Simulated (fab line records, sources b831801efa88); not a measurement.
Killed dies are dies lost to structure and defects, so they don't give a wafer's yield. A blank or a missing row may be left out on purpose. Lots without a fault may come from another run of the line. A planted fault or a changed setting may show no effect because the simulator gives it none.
fab line records | flow sfq_line
record lots=5 wafers=23
route steps=325 shown M2@92 I2@110 M3@123 I3@141 M4@152 I4@170
start_h: hours from the record's first day to the start of the lot's first wafer shown | wait_h: hours since the lot's step before | " the same as in the row above | L1.1+2: a row that stands for several wafers | - no value, or no start given | * or withheld: withheld | < > ~ a bound
route shown NAME@n: a module of which the file shows steps, and the number in the route of the first | usual: mean/standard deviation of fault-free wafers | same: alike in all rows | chamber/n: place in a boat | sites: the reading at each site | _std_site: their standard deviation | _edge_site: outer sites' mean less inner sites' | radius_mm: how far each site lies from the wafer's centre | mask NAME#n: copy n | behind: the tool/chamber that last shaped the wafer | hold: why the lot was held/for how many hours/how that ended | device: the transistor (n, p or np) that didn't switch | end of line: the same wafers' tests at the end of the route | a step without rows: its recipe alone | killed: dies lost to structure and defects at the first sort, not the wafer's yield | map: a wafer's dies, x killed, . not, _ none there
set.NAME: the setting as run; set.NAME@STEP: as run at that earlier step | model.NAME: the simulator's own value behind a step, which no gauge read
lots whose settings were changed on purpose; a table a step, a row a wafer
## steps
# step SFQ_TRILAYER_M2_LITHO_COAT_062
# recipe resist=BARC spin_rpm=3000 resist_thk_nm=62
# columns lot.wafer tool chamber start_h wait_h set.resist_thk_nm model.BARC_of_TRILAYER_M2_LITHO_COAT_062.thk_nm
L076.1 litho_track-03 0 594.68 0.1 60.61 60.51
L076.2 " 0 " " 62 61.89
L076.3 " 0 " " 60.61 60.42
L076.4 " 0 " " 62 61.91
L076.5 " 0 " " 62 62.03
L077.1 litho_track-02 0 601.88 0.1 63.53 63.49
L077.2 " 0 " " 63.53 63.56
L077.3 " 0 " " 62 62.15
L077.4 " 0 " " 62 61.92
L077.6 " 0 " " 62 61.83
L080.1 litho_track-02 0 664.29 0.1 62 61.62
L080.3 " 0 " " 62 61.73
L080.6 " 0 " " 62 61.86
L083.1 litho_track-03 0 688.44 0.1 62 61.76
L083.3 " 0 " " 64.12 64.16
L083.4 " 0 " " 62 62.17
L083.5 " 0 " " 64.12 64.1
L083.6 " 0 " " 64.12 64.14
L084.1 litho_track-03 0 690.84 0.1 60.97 60.93
L084.2 " 0 " " 60.97 60.82
L084.4 " 0 " " 60.97 60.79
L084.5 " 0 " " 62 61.91
L084.6 " 0 " " 62 61.81
# step SFQ_TRILAYER_M2_BARC_OPEN_METAL_ETCH_077
# recipe mask_material=PR chemistry=O2 target_depth_nm=125 target=BARC icp_w=600 bias_w=80 pressure_mtorr=10 time_s=41.7
# columns lot.wafer tool chamber start_h wait_h set.time_s set.resist_thk_nm@TRILAYER_M2_LITHO_COAT_062 model.KrF_of_TRILAYER_M2_LITHO_COAT_057.thk_nm model.etch.depth_nm
L076.1 rie_metal-01 0 763.21 0.0 47.25 60.61 520.4 60.51
L076.2 " 1 " " 41.7 62 528.7 61.89
L076.3 " 1 " " 41.7 60.61 526.2 60.42
L076.4 " 0 " " 41.7 62 527.2 61.91
L076.5 " 0 " " 47.25 62 521.4 62.03
L077.1 rie_metal-01 0 768.01 0.0 39.63 63.53 522.2 63.49
L077.2 " 1 " " 39.63 63.53 523.4 63.56
L077.3 " 0 " " 41.7 62 521.8 62.15
L077.4 " 1 " " 39.63 62 524 61.92
L077.6 " 0 " " 41.7 62 521 61.83
L080.1 rie_metal-04 1 820.53 0.0 41.7 62 519.8 61.62
L080.3 " 0 " " 41.7 62 521.9 61.73
L080.6 " 0 " " 41.7 62 520.3 61.86
L083.1 rie_metal-03 0 850.23 0.0 37.58 62 528.2 61.76
L083.3 " 0 " " 41.7 64.12 519.2 64.16
L083.4 " 0 " " 37.58 62 526.5 62.17
L083.5 " 0 " " 37.58 64.12 525.7 64.1
L083.6 " 0 " " 41.7 64.12 520.4 64.14
L084.1 rie_metal-04 0 851.43 0.0 41.7 60.97 523 60.93
L084.2 " 1 " " 41.7 60.97 524.1 60.82
L084.4 " 1 " " 41.7 60.97 522.4 60.79
L084.5 " 1 " " 41.7 62 524.1 61.91
L084.6 " 0 " " 41.7 62 523.5 61.81
# step SFQ_TRILAYER_M2_ETCH_METAL_ETCH_060
# recipe target=Nb stop_on=SiO2 mask_material=PR chemistry=Cl2/Ar target_depth_nm=240 icp_w=600 bias_w=82.71 pressure_mtorr=10 time_s=120
# columns lot.wafer tool chamber start_h wait_h set.time_s@TRILAYER_M2_BARC_OPEN_METAL_ETCH_077 model.KrF_of_TRILAYER_M2_LITHO_COAT_057.thk_nm
L076.1 rie_metal-01 0 763.27 0.0 47.25 379.5
L076.2 " 1 " " 41.7 387.4
L076.3 " 1 " " 41.7 384.4
L076.4 " 0 " " 41.7 386.2
L076.5 " 0 " " 47.25 381.4
L077.1 rie_metal-01 0 768.07 0.0 39.63 381.4
L077.2 " 1 " " 39.63 381.5
L077.3 " 0 " " 41.7 380.3
L077.4 " 1 " " 39.63 380.9
L077.6 " 0 " " 41.7 379.5
L080.1+6 rie_metal-04 1,0 820.59 0.0 41.7 377.5
L080.3 " 0 " " 41.7 377.8
L083.1 rie_metal-03 0 850.35 0.1 37.58 384.2
L083.3 " 0 " " 41.7 374.4
L083.4 " 0 " " 37.58 382.9
L083.5 " 0 " " 37.58 381.9
L083.6 " 0 " " 41.7 376.5
L084.1 rie_metal-04 0 851.49 0.0 41.7 380.6
L084.2 " 1 " " 41.7 381.5
L084.4 " 1 " " 41.7 380.4
L084.5 " 1 " " 41.7 382.5
L084.6 " 0 " " 41.7 381
# step SFQ_TRILAYER_I2_VIA_LITHO_EXPOSE_068
# recipe mask_id=I2 na=0.6 source_shape=conventional sigma_outer=0.65 target_cd_nm=500 dose_mj=21.3
# columns lot.wafer tool chamber start_h wait_h mask set.dose_mj
L076.1+2+3 krf_scanner-01 0 773.71 - I2#0 21.3
L076.4+5 " 0 " " I2#0 19.7
L077.1+3 krf_scanner-01 0 780.91 - I2#0 21.74
L077.2+4+6 " 0 " " I2#0 21.3
L080.1+3+6 krf_scanner-02 0 829.76 - I2#0 21.3
L083.1+6 krf_scanner-01 0 869.09 - I2#0 21.3
L083.3+4+5 " 0 " " I2#0 20.62
L084.1+2+4+5+6 krf_scanner-01 0 870.29 - I2#0 21.3
# step SFQ_TRILAYER_I2_VIA_LITHO_PEB_070
# recipe peb_temp_c=116.2 peb_time_s=60 resist=KrF
# step SFQ_TRILAYER_I2_VIA_LITHO_DEVELOP_069
# recipe time_s=60 resist=KrF
# step SFQ_TRILAYER_I2_VIA_BARC_OPEN_VIA_ETCH_096
# recipe mask_material=PR chemistry=O2 target_depth_nm=125 target=BARC source_w=500 bias_w=80 pressure_mtorr=30 time_s=41.7
# columns lot.wafer tool chamber start_h wait_h set.dose_mj@TRILAYER_I2_VIA_LITHO_EXPOSE_068 model.I2.cd_nm
L076.1 rie_diel-02 2 775.25 0.0 21.3 521
L076.2 " 0 " " 21.3 521.6
L076.3 " 3 " " 21.3 520.8
L076.4 " 1 " " 19.7 508.1
L076.5 " 3 " " 19.7 508.7
L077.1 rie_diel-03 1 782.45 0.0 21.74 524.7
L077.2 " 0 " " 21.3 520.3
L077.3 " 3 " " 21.74 524.1
L077.4 " 2 " " 21.3 520.7
L077.6 " 0 " " 21.3 518.9
L080.1 rie_diel-03 1 831.30 0.0 21.3 522.9
L080.3 " 2 " " 21.3 521.8
L080.6 " 3 " " 21.3 521.1
L083.1 rie_diel-04 3 870.63 0.0 21.3 519.2
L083.3+5 " 0 " " 20.62 515.6
L083.4 " 1 " " 20.62 513.5
L083.6 " 1 " " 21.3 519.1
L084.1 rie_diel-03 2 871.83 0.0 21.3 520.5
L084.2 " 3 " " 21.3 521.6
L084.4 " 1 " " 21.3 521.7
L084.5 " 0 " " 21.3 521.5
L084.6 " 3 " " 21.3 521.1
# step SFQ_TRILAYER_I2_VIA_ETCH_VIA_ETCH_070
# recipe target=SiO2 stop_on=Nb mask_material=PR taper_deg=20 chemistry=CHF3 target_depth_nm=260 source_w=500 bias_w=80 pressure_mtorr=30 time_s=withheld
# columns lot.wafer tool chamber start_h wait_h set.dose_mj@TRILAYER_I2_VIA_LITHO_EXPOSE_068 model.I2.cd_nm
L076.1 rie_diel-02 2 775.29 0.0 21.3 521.3
L076.2 " 0 " " 21.3 522.3
L076.3 " 3 " " 21.3 520.1
L076.4+5 " 1,3 " " 19.7 507.5
L077.1 rie_diel-03 1 782.49 0.0 21.74 524.8
L077.2 " 0 " " 21.3 520.1
L077.3 " 3 " " 21.74 524.5
L077.4 " 2 " " 21.3 520.7
L077.6 " 0 " " 21.3 520
L080.1 rie_diel-03 1 831.34 0.0 21.3 522.9
L080.3 " 2 " " 21.3 522
L080.6 " 3 " " 21.3 520.1
L083.1 rie_diel-04 3 870.67 0.0 21.3 518.3
L083.3 " 0 " " 20.62 515.2
L083.4 " 1 " " 20.62 511.4
L083.5 " 0 " " 20.62 513.8
L083.6 " 1 " " 21.3 516.9
L084.1 rie_diel-03 2 871.87 0.0 21.3 521.6
L084.2 " 3 " " 21.3 522.1
L084.4 " 1 " " 21.3 522.8
L084.5 " 0 " " 21.3 523
L084.6 " 3 " " 21.3 521.4
# step SFQ_TRILAYER_M3_LITHO_COAT_075
# recipe resist=KrF spin_rpm=3000 resist_thk_nm=600
# columns lot.wafer tool chamber start_h wait_h set.resist_thk_nm model.KrF_of_TRILAYER_M3_LITHO_COAT_075.thk_nm
L076.1 litho_track-04 0 776.78 0.2 600 597
L076.2+4 " 0 " " 600 597.6
L076.3 " 0 " " 600 597.3
L076.5 " 0 " " 600 598.5
L077.1 litho_track-03 0 784.15 0.2 600 600.6
L077.2 " 0 " " 600 603
L077.3 " 0 " " 600 602.6
L077.4 " 0 " " 586.8 590.1
L077.6 " 0 " " 586.8 588.8
L080.1 litho_track-03 0 833.43 0.2 600 599.7
L080.3 " 0 " " 600 602.2
L080.6 " 0 " " 600 601.4
L083.1 litho_track-04 0 872.38 0.2 600 598.9
L083.3 " 0 " " 600 598.6
L083.4 " 0 " " 614.8 613.9
L083.5 " 0 " " 614.8 613.2
L083.6 " 0 " " 614.8 614.2
L084.1 litho_track-04 0 873.56 0.2 618.5 621.1
L084.2 " 0 " " 618.5 620.9
L084.4 " 0 " " 600 601.1
L084.5 " 0 " " 600 602.4
L084.6 " 0 " " 618.5 620.5
# step SFQ_TRILAYER_M3_LITHO_EXPOSE_076
# recipe mask_id=M3 na=0.6 source_shape=conventional sigma_outer=0.65 target_cd_nm=500 dose_mj=14.4
# columns lot.wafer tool chamber start_h wait_h mask set.dose_mj
L076.1+2+5 krf_scanner-01 0 779.71 - M3#0 14.4
L076.3+4 " 0 " " M3#0 14.94
L077.1+3+4 krf_scanner-01 0 785.71 - M3#0 14.89
L077.2+6 " 0 " " M3#0 14.4
L080.1+3+6 krf_scanner-02 0 833.88 - M3#0 14.4
L083.1+4 krf_scanner-01 0 875.09 - M3#0 15.35
L083.3+5+6 " 0 " " M3#0 14.4
L084.1+4+5 krf_scanner-02 0 1001.03 - M3#0 15.22
L084.2+6 " 0 " " M3#0 14.4
# step SFQ_TRILAYER_M3_LITHO_PEB_078
# recipe peb_temp_c=115 peb_time_s=60 resist=KrF
# step SFQ_TRILAYER_M3_LITHO_DEVELOP_077
# recipe time_s=60 resist=KrF
# step SFQ_TRILAYER_M3_BARC_OPEN_METAL_ETCH_100
# recipe mask_material=PR chemistry=O2 target_depth_nm=125 target=BARC icp_w=600 bias_w=79.03 pressure_mtorr=10 time_s=41.7
# columns lot.wafer tool chamber start_h wait_h set.resist_thk_nm@TRILAYER_M3_LITHO_COAT_075 set.dose_mj@TRILAYER_M3_LITHO_EXPOSE_076 model.KrF_of_TRILAYER_M3_LITHO_COAT_075.thk_nm model.M3.cd_nm
L076.1 rie_metal-02 0 781.25 0.0 600 14.4 519.8 498.5
L076.2 " 1 " " 600 14.4 520.2 497.6
L076.3 " 0 " " 600 14.94 519.7 493
L076.4 " 1 " " 600 14.94 520.4 491.7
L076.5 " 0 " " 600 14.4 521.1 498.1
L077.1 rie_metal-02 0 787.25 0.0 600 14.89 523.5 495.2
L077.2 " 1 " " 600 14.4 525.6 499.7
L077.3 " 0 " " 600 14.89 525.4 495.1
L077.4 " 1 " " 586.8 14.89 513 493.4
L077.6 " 1 " " 586.8 14.4 511.7 498.4
L080.1 rie_metal-04 1 835.41 0.0 600 14.4 522.4 501.7
L080.3 " 0 " " 600 14.4 524.7 503.2
L080.6 " 0 " " 600 14.4 524 502.7
L083.1 rie_metal-01 0 876.63 0.0 600 15.35 522.1 489.4
L083.3 " 0 " " 600 14.4 522.4 501.2
L083.4 " 1 " " 614.8 15.35 537 490.7
L083.5 " 1 " " 614.8 14.4 536.1 500.8
L083.6 " 0 " " 614.8 14.4 537.6 501.8
L084.1 rie_metal-01 1 1002.56 0.0 618.5 15.22 543.8 494.3
L084.2 " 0 " " 618.5 14.4 543.9 502.9
L084.4 " 1 " " 600 15.22 524 492
L084.5 " 0 " " 600 15.22 525.7 492.7
L084.6 " 1 " " 618.5 14.4 543 501.1
# step SFQ_TRILAYER_M3_ETCH_METAL_ETCH_078
# recipe target=Nb stop_on=SiO2 mask_material=PR chemistry=Cl2/Ar target_depth_nm=240 icp_w=600 bias_w=80 pressure_mtorr=10 time_s=120
# usual oes_product_au=0.894/0.0056
# columns lot.wafer tool chamber start_h wait_h set.time_s set.resist_thk_nm@TRILAYER_M3_LITHO_COAT_075 set.dose_mj@TRILAYER_M3_LITHO_EXPOSE_076 oes_product_au model.KrF_of_TRILAYER_M3_LITHO_COAT_075.thk_nm model.M3.cd_nm
L076.1 rie_metal-02 0 781.31 0.0 120 600 14.4 0.885 376.4 498.2
L076.2 " 1 " " 108.8 600 14.4 0.944 390.9 495.9
L076.3 " 0 " " 108.8 600 14.94 0.950 389.3 493.1
L076.4 " 1 " " 120 600 14.94 0.888 377.8 490.4
L076.5 " 0 " " 108.8 600 14.4 0.947 391.8 497.6
L077.1 rie_metal-02 0 787.31 0.0 127.2 600 14.89 0.892 372.7 496.4
L077.2 " 1 " " 127.2 600 14.4 0.882 376.6 499.8
L077.3 " 0 " " 120 600 14.89 0.896 383.8 496.1
L077.4 " 1 " " 120 586.8 14.89 0.898 371.6 493.1
L077.6 " 1 " " 120 586.8 14.4 0.898 371.6 498
L080.1 rie_metal-04 1 835.47 0.0 120 600 14.4 0.898 381.2 502.3
L080.3 " 0 " " 120 600 14.4 0.894 382.9 502
L080.6 " 0 " " 120 600 14.4 0.894 383.1 501.6
L083.1 rie_metal-01 0 876.69 0.0 120 600 15.35 0.892 382.6 488.9
L083.3 " 0 " " 120 600 14.4 0.894 382.2 500.8
L083.4 " 1 " " 120 614.8 15.35 0.898 396.8 492.8
L083.5 " 1 " " 110.2 614.8 14.4 0.943 406.8 502.6
L083.6 " 0 " " 110.2 614.8 14.4 0.940 408.6 501.7
L084.1 rie_metal-01 1 1002.62 0.0 120 618.5 15.22 0.888 403 495.6
L084.2 " 0 " " 120 618.5 14.4 0.887 402.4 502.8
L084.4 " 1 " " 120 600 15.22 0.897 382.1 492.7
L084.5 " 0 " " 120 600 15.22 0.898 385.2 493
L084.6 " 1 " " 120 618.5 14.4 0.898 402.6 501.8
# step SFQ_TRILAYER_I3_VIA_LITHO_PEB_088
# recipe peb_temp_c=115 peb_time_s=60 resist=KrF
# columns lot.wafer tool chamber start_h wait_h set.peb_temp_c
L076.1+5 litho_track-03 0 937.67 1.0 118.7
L076.2+3+4 " 0 " " 115
L077.1+2+3+4+6 litho_track-01 0 940.07 1.0 115
L080.1+3+6 litho_track-03 0 981.11 1.0 115
L083.1+5+6 litho_track-04 0 984.71 1.0 112.5
L083.3+4 " 0 " " 115
L084.1+2+4+5+6 litho_track-03 0 1011.84 1.0 115
# step SFQ_TRILAYER_I3_VIA_BARC_OPEN_VIA_ETCH_121
# recipe mask_material=PR chemistry=O2 target_depth_nm=125 target=BARC source_w=500 bias_w=80 pressure_mtorr=30 time_s=41.7
# columns lot.wafer tool chamber start_h wait_h set.bias_w set.peb_temp_c@TRILAYER_I3_VIA_LITHO_PEB_088 model.I3.cd_nm
L076.1 rie_diel-04 0 938.00 0.0 80 118.7 561.4
L076.2 " 2 " " 85.22 115 502.7
L076.3 " 3 " " 80 115 502.1
L076.4 " 1 " " 85.22 115 503.3
L076.5 " 1 " " 80 118.7 561.2
L077.1 rie_diel-03 0 940.40 0.0 80 115 500
L077.2 " 2 " " 80 115 500.2
L077.3 " 1 " " 80 115 499.6
L077.4 " 3 " " 80 115 500.4
L077.6 " 1 " " 80 115 499.2
L080.1 rie_diel-04 2 981.45 0.0 80 115 501.4
L080.3 " 3 " " 80 115 500.5
L080.6 " 0 " " 80 115 500.9
L083.1 rie_diel-01 2 985.05 0.0 80 112.5 447.2
L083.3 " 1 " " 80 115 499.7
L083.4 " 0 " " 80 115 498.4
L083.5 " 1 " " 80 112.5 449
L083.6 " 2 " " 80 112.5 446.6
L084.1 rie_diel-04 0 1012.18 0.0 80 115 500.4
L084.2 " 1 " " 80 115 500.3
L084.4 " 3 " " 84.02 115 499.4
L084.5 " 1 " " 84.02 115 499.3
L084.6 " 2 " " 84.02 115 498.5
# step SFQ_TRILAYER_M4_LITHO_COAT_098
# recipe resist=BARC spin_rpm=3000 resist_thk_nm=62
# columns lot.wafer tool chamber start_h wait_h set.resist_thk_nm model.BARC_of_TRILAYER_M4_LITHO_COAT_098.thk_nm
L076.1 litho_track-02 0 939.23 0.1 60.28 60.38
L076.2 " 0 " " 62 61.93
L076.3 " 0 " " 62 62.01
L076.4 " 0 " " 60.28 60.28
L076.5 " 0 " " 60.28 60.16
L077.1 litho_track-02 0 941.68 0.1 62 61.85
L077.2 " 0 " " 61.07 60.9
L077.3 " 0 " " 62 61.86
L077.4 " 0 " " 61.07 60.8
L077.6 " 0 " " 62 61.75
L080.1 litho_track-03 0 983.28 0.1 62 62.41
L080.3 " 0 " " 62 62.25
L080.6 " 0 " " 62 62.29
L083.1 litho_track-03 0 986.28 0.1 62 62.35
L083.3 " 0 " " 65.22 65.28
L083.4 " 0 " " 62 62.33
L083.5 " 0 " " 65.22 65.35
L083.6 " 0 " " 62 62.28
L084.1 litho_track-03 0 1013.40 0.1 62 62.1
L084.2 " 0 " " 60.56 60.56
L084.4 " 0 " " 60.56 60.78
L084.5 " 0 " " 62 62.01
L084.6 " 0 " " 60.56 60.7
# step SFQ_TRILAYER_M4_BARC_OPEN_METAL_ETCH_123
# recipe mask_material=PR chemistry=O2 target_depth_nm=125 target=BARC icp_w=600 bias_w=80 pressure_mtorr=10 time_s=41.7
# columns lot.wafer tool chamber start_h wait_h set.icp_w set.resist_thk_nm@TRILAYER_M4_LITHO_COAT_098 model.etch.depth_nm
L076.1 rie_metal-01 1 1070.23 0.0 600 60.28 60.38
L076.2 " 0 " " 600 62 61.93
L076.3 " 1 " " 600 62 62.01
L076.4 " 0 " " 600 60.28 60.28
L076.5 " 0 " " 600 60.28 60.16
L077.1 rie_metal-01 0 1075.03 0.0 600 62 61.85
L077.2 " 0 " " 600 61.07 60.9
L077.3 " 0 " " 541.2 62 61.86
L077.4 " 0 " " 541.2 61.07 60.8
L077.6 " 0 " " 600 62 61.75
L080.1 rie_metal-04 0 1129.92 0.0 600 62 62.41
L080.3 " 0 " " 600 62 62.25
L080.6 " 1 " " 600 62 62.29
L083.1 rie_metal-04 1 1133.52 0.0 600 62 62.35
L083.3 " 1 " " 660.1 65.22 65.28
L083.4 " 0 " " 600 62 62.33
L083.5 " 1 " " 600 65.22 65.35
L083.6 " 0 " " 660.1 62 62.28
L084.1 rie_metal-03 1 1143.25 0.0 600 62 62.1
L084.2 " 0 " " 552.4 60.56 60.56
L084.4 " 0 " " 552.4 60.56 60.78
L084.5 " 0 " " 600 62 62.01
L084.6 " 1 " " 600 60.56 60.7
# step SFQ_TRILAYER_I4_VIA_LITHO_EXPOSE_104
# recipe mask_id=I4 na=0.6 source_shape=conventional sigma_outer=0.65 target_cd_nm=700 dose_mj=21.3
# columns lot.wafer tool chamber start_h wait_h mask set.dose_mj
L076.1+3+4 krf_scanner-02 0 1219.53 - I4#0 21.3
L076.2+5 " 0 " " I4#0 22.81
L077.1+6 krf_scanner-02 0 1224.33 - I4#0 21.3
L077.2+3+4 " 0 " " I4#0 20.05
L080.1+3+6 krf_scanner-01 0 1270.06 - I4#0 21.3
L083.1+3+5 krf_scanner-01 0 1279.66 - I4#0 21.77
L083.4+6 " 0 " " I4#0 21.3
L084.1+2+4+5+6 krf_scanner-01 0 1289.26 - I4#0 21.3
## key
split step=SFQ_TRILAYER_M2_LITHO_COAT_062 setting=resist_thk_nm stated=62 by=wafer
response step=SFQ_TRILAYER_M2_LITHO_COAT_062 reading=model.BARC_of_TRILAYER_M2_LITHO_COAT_062.thk_nm change=+0.636 per=1% r=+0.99
response step=SFQ_TRILAYER_M2_BARC_OPEN_METAL_ETCH_077 reading=model.etch.depth_nm change=+0.636 per=1% r=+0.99
split step=SFQ_TRILAYER_M2_BARC_OPEN_METAL_ETCH_077 setting=time_s stated=41.7 by=wafer
response step=SFQ_TRILAYER_M2_BARC_OPEN_METAL_ETCH_077 reading=model.KrF_of_TRILAYER_M2_LITHO_COAT_057.thk_nm change=-0.546 per=1% r=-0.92
response step=SFQ_TRILAYER_M2_ETCH_METAL_ETCH_060 reading=model.KrF_of_TRILAYER_M2_LITHO_COAT_057.thk_nm change=-0.519 per=1% r=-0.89
split step=SFQ_TRILAYER_I2_VIA_LITHO_EXPOSE_068 setting=dose_mj stated=21.3 by=wafer
response step=SFQ_TRILAYER_I2_VIA_BARC_OPEN_VIA_ETCH_096 reading=model.I2.cd_nm change=+1.67 per=1% r=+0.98
response step=SFQ_TRILAYER_I2_VIA_ETCH_VIA_ETCH_070 reading=model.I2.cd_nm change=+1.77 per=1% r=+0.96
split step=SFQ_TRILAYER_M3_LITHO_COAT_075 setting=resist_thk_nm stated=600 by=wafer
response step=SFQ_TRILAYER_M3_LITHO_COAT_075 reading=model.KrF_of_TRILAYER_M3_LITHO_COAT_075.thk_nm change=+6.06 per=1% r=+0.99
response step=SFQ_TRILAYER_M3_BARC_OPEN_METAL_ETCH_100 reading=model.KrF_of_TRILAYER_M3_LITHO_COAT_075.thk_nm change=+5.94 per=1% r=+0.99
response step=SFQ_TRILAYER_M3_ETCH_METAL_ETCH_078 reading=model.KrF_of_TRILAYER_M3_LITHO_COAT_075.thk_nm slope=+5.82 per=1% together_with=time_s@TRILAYER_M3_ETCH_METAL_ETCH_078 explained=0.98
split step=SFQ_TRILAYER_M3_LITHO_EXPOSE_076 setting=dose_mj stated=14.4 by=wafer
response step=SFQ_TRILAYER_M3_BARC_OPEN_METAL_ETCH_100 reading=model.M3.cd_nm change=-1.59 per=1% r=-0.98
response step=SFQ_TRILAYER_M3_ETCH_METAL_ETCH_078 reading=model.M3.cd_nm change=-1.51 per=1% r=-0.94
split step=SFQ_TRILAYER_M3_ETCH_METAL_ETCH_078 setting=time_s stated=120 by=wafer
response step=SFQ_TRILAYER_M3_ETCH_METAL_ETCH_078 reading=oes_product_au change=-0.00536 per=1% r=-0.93
response step=SFQ_TRILAYER_M3_ETCH_METAL_ETCH_078 reading=model.KrF_of_TRILAYER_M3_LITHO_COAT_075.thk_nm slope=-1.44 per=1% together_with=resist_thk_nm@TRILAYER_M3_LITHO_COAT_075 explained=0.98
split step=SFQ_TRILAYER_I3_VIA_LITHO_PEB_088 setting=peb_temp_c stated=115 by=wafer
response step=SFQ_TRILAYER_I3_VIA_BARC_OPEN_VIA_ETCH_121 reading=model.I3.cd_nm change=+19.9 per=1% r=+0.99
split step=SFQ_TRILAYER_I3_VIA_BARC_OPEN_VIA_ETCH_121 setting=bias_w stated=80 by=wafer
response none clear
split step=SFQ_TRILAYER_M4_LITHO_COAT_098 setting=resist_thk_nm stated=62 by=wafer
response step=SFQ_TRILAYER_M4_LITHO_COAT_098 reading=model.BARC_of_TRILAYER_M4_LITHO_COAT_098.thk_nm change=+0.589 per=1% r=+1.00
response step=SFQ_TRILAYER_M4_BARC_OPEN_METAL_ETCH_123 reading=model.etch.depth_nm change=+0.589 per=1% r=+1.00
split step=SFQ_TRILAYER_M4_BARC_OPEN_METAL_ETCH_123 setting=icp_w stated=600 by=wafer
response none clear
split step=SFQ_TRILAYER_I4_VIA_LITHO_EXPOSE_104 setting=dose_mj stated=21.3 by=wafer
response none in this file
